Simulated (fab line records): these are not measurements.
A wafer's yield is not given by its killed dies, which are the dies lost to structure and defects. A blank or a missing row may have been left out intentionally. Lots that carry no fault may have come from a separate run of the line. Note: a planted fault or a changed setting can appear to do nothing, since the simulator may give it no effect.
Which tool is to blame? || flow gf180mcu || Sampling: 14 lots, 42 wafers, 5 of 602 route steps

## WHAT EACH GAUGE READ, for each wafer
GF_POLY_GATE_THK_MEAS_01.
{"lot": "L851", "measured": "day 9 05:02", "on": "film-metro-03", "POLY_GATE_CVD_00_THK (nm)": "200.0 200.2 198.5"}
{"lot": "L852", "measured": "day 9 12:05", "on": "film-metro-01", "POLY_GATE_CVD_00_THK (nm)": "198.0 197.9 198.6"}
{"lot": "L853", "measured": "day 9 12:06", "on": "film-metro-02", "POLY_GATE_CVD_00_THK (nm)": "200.2 200.3 199.9"}
{"lot": "L854", "measured": "day 9 20:55", "on": "film-metro-03", "POLY_GATE_CVD_00_THK (nm)": "197.1 198.7 195.5"}
{"lot": "L856", "measured": "day 10 08:53", "on": "film-metro-02", "POLY_GATE_CVD_00_THK (nm)": "197.6 198.1 198.0"}
{"lot": "L857", "measured": "day 10 09:59", "on": "film-metro-01", "POLY_GATE_CVD_00_THK (nm)": "200.9 200.1 198.8"}
{"lot": "L858", "measured": "day 10 18:55", "on": "film-metro-02", "POLY_GATE_CVD_00_THK (nm)": "203.2 205.5 204.1"}
{"lot": "L860", "measured": "day 11 08:22", "on": "film-metro-03", "POLY_GATE_CVD_00_THK (nm)": "200.0 200.6 200.6"}
{"lot": "L861", "measured": "day 11 19:05", "on": "film-metro-03", "POLY_GATE_CVD_00_THK (nm)": "201.0 201.4 200.9"}
{"lot": "L862", "measured": "day 11 22:15", "on": "film-metro-01", "POLY_GATE_CVD_00_THK (nm)": "199.9 199.3 199.1"}
{"lot": "L865", "measured": "day 12 17:00", "on": "film-metro-02", "POLY_GATE_CVD_00_THK (nm)": "198.9 197.9 198.2"}
{"lot": "L868", "measured": "day 13 11:24", "on": "film-metro-01", "POLY_GATE_CVD_00_THK (nm)": "202.2 199.3 200.0"}
{"lot": "L869", "measured": "day 13 20:23", "on": "film-metro-01", "POLY_GATE_CVD_00_THK (nm)": "199.4 197.5 197.8"}
{"lot": "L873", "measured": "day 15 03:25", "on": "film-metro-03", "POLY_GATE_CVD_00_THK (nm)": "197.5 197.0 197.5"}

GF_POLY_GATE_OVL_MEAS_11.
{"lot": "L851", "measured": "day 9 21:29", "on": "overlay-02", "POLY_GATE_OVL (nm)": "-4 2 5"}
{"lot": "L852", "measured": "day 10 05:14", "on": "overlay-01", "POLY_GATE_OVL (nm)": "8 8 8"}
{"lot": "L853", "measured": "day 10 04:35", "on": "overlay-01", "POLY_GATE_OVL (nm)": "0 -2 -1"}
{"lot": "L854", "measured": "day 10 14:20", "on": "overlay-01", "POLY_GATE_OVL (nm)": "-2 -2 1"}
{"lot": "L856", "measured": "day 11 03:01", "on": "overlay-02", "POLY_GATE_OVL (nm)": "4 5 7"}
{"lot": "L857", "measured": "day 11 04:34", "on": "overlay-01", "POLY_GATE_OVL (nm)": "-2 -5 -2"}
{"lot": "L858", "measured": "day 11 13:19", "on": "overlay-01", "POLY_GATE_OVL (nm)": "8 14 12"}
{"lot": "L860", "measured": "day 12 03:01", "on": "overlay-02", "POLY_GATE_OVL (nm)": "11 5 13"}
{"lot": "L861", "measured": "day 12 14:56", "on": "overlay-01", "POLY_GATE_OVL (nm)": "-13 -3 2"}
{"lot": "L862", "measured": "day 12 17:46", "on": "overlay-02", "POLY_GATE_OVL (nm)": "13 15 13"}
{"lot": "L865", "measured": "day 13 12:36", "on": "overlay-02", "POLY_GATE_OVL (nm)": "2 -5 -1"}
{"lot": "L868", "measured": "day 14 08:26", "on": "overlay-01", "POLY_GATE_OVL (nm)": "4 3 0"}
{"lot": "L869", "measured": "day 14 16:50", "on": "overlay-01", "POLY_GATE_OVL (nm)": "-1 1 -4"}
{"lot": "L873", "measured": "day 16 01:27", "on": "overlay-01", "POLY_GATE_OVL (nm)": "3 3 5"}

GF_HV_LDD_OVL_MEAS_20.
{"lot": "L851", "measured": "day 11 10:29", "on": "overlay-01", "HV_LDD_01_OVL (nm)": "-0.2 2.2 1.7"}
{"lot": "L852", "measured": "day 11 20:55", "on": "overlay-02", "HV_LDD_01_OVL (nm)": "1.4 1.2 2.1"}
{"lot": "L853", "measured": "day 11 19:15", "on": "overlay-02", "HV_LDD_01_OVL (nm)": "1.9 1.2 3.9"}
{"lot": "L854", "measured": "day 12 05:50", "on": "overlay-01", "HV_LDD_01_OVL (nm)": "0.7 -0.4 -1.3"}
{"lot": "L856", "measured": "day 12 18:39", "on": "overlay-02", "HV_LDD_01_OVL (nm)": "-2.1 -1.0 -1.0"}
{"lot": "L857", "measured": "day 12 20:55", "on": "overlay-02", "HV_LDD_01_OVL (nm)": "-0.9 2.8 -1.6"}
{"lot": "L858", "measured": "day 13 06:22", "on": "overlay-01", "HV_LDD_01_OVL (nm)": "0.3 0.0 1.2"}
{"lot": "L860", "measured": "day 13 21:25", "on": "overlay-01", "HV_LDD_01_OVL (nm)": "-1.5 -1.4 -0.5"}
{"lot": "L861", "measured": "day 14 09:01", "on": "overlay-02", "HV_LDD_01_OVL (nm)": "-1.0 1.5 2.2"}
{"lot": "L862", "measured": "day 14 11:52", "on": "overlay-02", "HV_LDD_01_OVL (nm)": "1.3 1.4 0.0"}
{"lot": "L865", "measured": "day 15 10:14", "on": "overlay-01", "HV_LDD_01_OVL (nm)": "-0.8 0.4 1.3"}
{"lot": "L868", "measured": "day 16 05:57", "on": "overlay-02", "HV_LDD_01_OVL (nm)": "0.9 2.7 1.1"}
{"lot": "L869", "measured": "day 16 15:12", "on": "overlay-01", "HV_LDD_01_OVL (nm)": "-0.2 1.0 -0.3"}
{"lot": "L873", "measured": "day 18 00:12", "on": "overlay-02", "HV_LDD_01_OVL (nm)": "0.1 0.4 -1.1"}

GF_HV_LDD_RS_MEAS_53: measurement is done with a four-point probe.
{"lot": "L851", "measured": "day 13 02:28", "on": "film-metro-01", "HV_LDD_RS (ohm/sq)": "418.2 419.3 419.4"}
{"lot": "L852", "measured": "day 13 13:36", "on": "film-metro-02", "HV_LDD_RS (ohm/sq)": "417.5 417.5 418.7"}
{"lot": "L853", "measured": "day 13 12:44", "on": "film-metro-02", "HV_LDD_RS (ohm/sq)": "418.9 419.4 419.4"}
{"lot": "L854", "measured": "day 13 22:58", "on": "film-metro-02", "HV_LDD_RS (ohm/sq)": "416.9 418.8 419.3"}
{"lot": "L856", "measured": "day 14 12:30", "on": "film-metro-04", "HV_LDD_RS (ohm/sq)": "417.3 418.0 416.8"}
{"lot": "L857", "measured": "day 14 15:22", "on": "film-metro-04", "HV_LDD_RS (ohm/sq)": "418.0 418.2 418.6"}
{"lot": "L858", "measured": "day 15 01:49", "on": "film-metro-01", "HV_LDD_RS (ohm/sq)": "416.8 417.4 416.1"}
{"lot": "L860", "measured": "day 15 17:04", "on": "film-metro-02", "HV_LDD_RS (ohm/sq)": "418.8 418.9 418.8"}
{"lot": "L861", "measured": "day 16 06:08", "on": "film-metro-02", "HV_LDD_RS (ohm/sq)": "419.3 418.7 419.9"}
{"lot": "L862", "measured": "day 16 09:02", "on": "film-metro-04", "HV_LDD_RS (ohm/sq)": "418.8 419.1 419.4"}
{"lot": "L865", "measured": "day 17 08:13", "on": "film-metro-02", "HV_LDD_RS (ohm/sq)": "419.0 419.5 419.8"}
{"lot": "L868", "measured": "day 18 05:13", "on": "film-metro-01", "HV_LDD_RS (ohm/sq)": "422.9 423.5 422.2"}
{"lot": "L869", "measured": "day 18 15:06", "on": "film-metro-01", "HV_LDD_RS (ohm/sq)": "422.1 423.3 422.0"}
{"lot": "L873", "measured": "day 20 01:51", "on": "film-metro-04", "HV_LDD_RS (ohm/sq)": "416.9 417.0 416.5"}

## TOOL THAT RAN EACH LOT (tool first, then ch and the chambers of the sampled wafers, then the start)
{"lot": "L851", "GF_HV_LDD_IMPLANT_09": "implanter-03 ch 0, day 10 16:23"}
{"lot": "L852", "GF_HV_LDD_IMPLANT_09": "implanter-04 ch 0, day 11 02:05"}
{"lot": "L853", "GF_HV_LDD_IMPLANT_09": "implanter-01 ch 0, day 11 00:53"}
{"lot": "L854", "GF_HV_LDD_IMPLANT_09": "implanter-04 ch 0, day 11 10:32"}
{"lot": "L856", "GF_HV_LDD_IMPLANT_09": "implanter-04 ch 0, day 11 22:56"}
{"lot": "L857", "GF_HV_LDD_IMPLANT_09": "implanter-01 ch 0, day 12 01:53"}
{"lot": "L858", "GF_HV_LDD_IMPLANT_09": "implanter-03 ch 0, day 12 10:47"}
{"lot": "L860", "GF_HV_LDD_IMPLANT_09": "implanter-03 ch 0, day 13 00:58"}
{"lot": "L861", "GF_HV_LDD_IMPLANT_09": "implanter-03 ch 0, day 13 12:58"}
{"lot": "L862", "GF_HV_LDD_IMPLANT_09": "implanter-01 ch 0, day 13 15:22"}
{"lot": "L865", "GF_HV_LDD_IMPLANT_09": "implanter-04 ch 0, day 14 12:11"}
{"lot": "L868", "GF_HV_LDD_IMPLANT_09": "implanter-01 ch 0, day 15 07:56"}
{"lot": "L869", "GF_HV_LDD_IMPLANT_09": "implanter-01 ch 0, day 15 16:57"}
{"lot": "L873", "GF_HV_LDD_IMPLANT_09": "implanter-04 ch 0, day 17 01:20"}
- GF_HV_LDD_IMPLANT_09

## AS READ BY THE TOOLS THEMSELVES (means over the sampled wafers that have a number; for cases with no such wafer, the mark the record gives instead)
GF_HV_LDD_IMPLANT_09.
{"lot": "L851", "tool": "implanter-03", "dose-ions-cm2": 1e+14, "end-station-pressure-torr (Torr)": 5.31e-06}
{"lot": "L852", "tool": "implanter-04", "dose-ions-cm2": 1e+14, "end-station-pressure-torr (Torr)": 5.86e-06}
{"lot": "L853", "tool": "implanter-01", "dose-ions-cm2": 1e+14, "end-station-pressure-torr (Torr)": 5.49e-06}
{"lot": "L854", "tool": "implanter-04", "dose-ions-cm2": 1e+14, "end-station-pressure-torr (Torr)": 5.28e-06}
{"lot": "L856", "tool": "implanter-04", "dose-ions-cm2": 1e+14, "end-station-pressure-torr (Torr)": 5.66e-06}
{"lot": "L857", "tool": "implanter-01", "dose-ions-cm2": 1e+14, "end-station-pressure-torr (Torr)": 5.60e-06}
{"lot": "L858", "tool": "implanter-03", "dose-ions-cm2": 1e+14, "end-station-pressure-torr (Torr)": 5.11e-06}
{"lot": "L860", "tool": "implanter-03", "dose-ions-cm2": 1e+14, "end-station-pressure-torr (Torr)": 5.15e-06}
{"lot": "L861", "tool": "implanter-03", "dose-ions-cm2": 1e+14, "end-station-pressure-torr (Torr)": 5.36e-06}
{"lot": "L862", "tool": "implanter-01", "dose-ions-cm2": 1e+14, "end-station-pressure-torr (Torr)": 5.57e-06}
{"lot": "L865", "tool": "implanter-04", "dose-ions-cm2": 1e+14, "end-station-pressure-torr (Torr)": 5.44e-06}
{"lot": "L868", "tool": "implanter-01", "dose-ions-cm2": 1e+14, "end-station-pressure-torr (Torr)": 5.34e-06}
{"lot": "L869", "tool": "implanter-01", "dose-ions-cm2": 1e+14, "end-station-pressure-torr (Torr)": 5.42e-06}
{"lot": "L873", "tool": "implanter-04", "dose-ions-cm2": 1e+14, "end-station-pressure-torr (Torr)": 5.56e-06}

## THE ANSWER, worked out from the rows above alone
Rule: the usual values come from the lots themselves. The widest of any qualifying gaps counts: lots, ordered by their means at a reading, are off when they make up no more than a third of the lots, leave a main group of 4 or more, and stand apart from it by 3 or more times the standard deviation of that group's means. A main group whose means are all the same, to the digits that the tables above print for the reading, isn't used. Also off: a lot with no number at a reading for which 4 or more lots have one. All remaining lots with rows at the step are treated as sound. First the gauges in route order, then the tools' own readings, where a lot's mean is used as printed above. At the first step where some lot is off, the reading lying furthest off is the one used; lots without a number count as furthest.
Off: L868, L869, seen at GF_HV_LDD_RS_MEAS_53 (HV_LDD_RS). Main group: mean 418.4 ohm/sq, sd 0.92.
If a tool, at a process step before that reading, ran all the lots that are off and no sound lot after the first of them, it fits. The gauges at GF_HV_LDD_RS_MEAS_53 are tried like those tools. Can't be told from this: 2 tools fit, implanter-01 at GF_HV_LDD_IMPLANT_09, film-metro-01 at GF_HV_LDD_RS_MEAS_53.

## WHAT WAS PUT IN BY THE SIMULATOR
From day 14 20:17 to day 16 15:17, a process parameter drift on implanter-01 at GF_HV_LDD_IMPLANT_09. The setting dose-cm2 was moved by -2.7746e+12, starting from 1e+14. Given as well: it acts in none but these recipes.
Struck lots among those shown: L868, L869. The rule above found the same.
